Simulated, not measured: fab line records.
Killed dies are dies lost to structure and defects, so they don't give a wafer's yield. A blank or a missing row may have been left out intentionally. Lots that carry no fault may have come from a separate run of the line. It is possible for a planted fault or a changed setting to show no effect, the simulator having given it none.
Matching of chambers ; flow gf180mcu ; rie-si-01 running GF_STI_ETCH_14: 4 sister chambers
The step etches Si in HBr/Cl2/O2, target depth 360 nm, time 102.9 s. 4 wafers are shown with their chamber, then 7 later ones without.

EACH WAFER AND ITS CHAMBER
wafer;chamber;drypump-motor-current-A (A)
L493.2;2;5.9
L508.6;3;6.0
L510.1;1;6.5
L510.4;0;5.3

WAFERS MISSING THEIR CHAMBER
wafer;drypump-motor-current-A (A)
L510.5;5.3
L512.1;5.9
L512.3;6.0
L512.6;5.9
L514.1;5.2
L514.3;6.0
L514.5;5.9

WHICH CHAMBER EACH ONE RAN IN
wafer;from the rows above;in truth
L510.5;0;0
L512.1;2;2
L512.3;3;3
L512.6;2;2
L514.1;0;0
L514.3;3;3
L514.5;2;2
Placed correctly: 7 of 7. Number that these rows cannot place: 0. Placed wrongly: 0.
How it was worked out, from the rows above alone: a wafer's distance from a chamber is the root of the sum, over the readings, of the square of ((its reading less the chamber's mean) divided by the reading's scatter). The wafer belongs to the nearest chamber; if the next one is less than 2 further off, it can't be placed. Each chamber's mean is taken over the wafers shown for it. The scatter: root of mean squared gap, hidden wafer to nearest shown wafer, with one shown wafer a chamber.
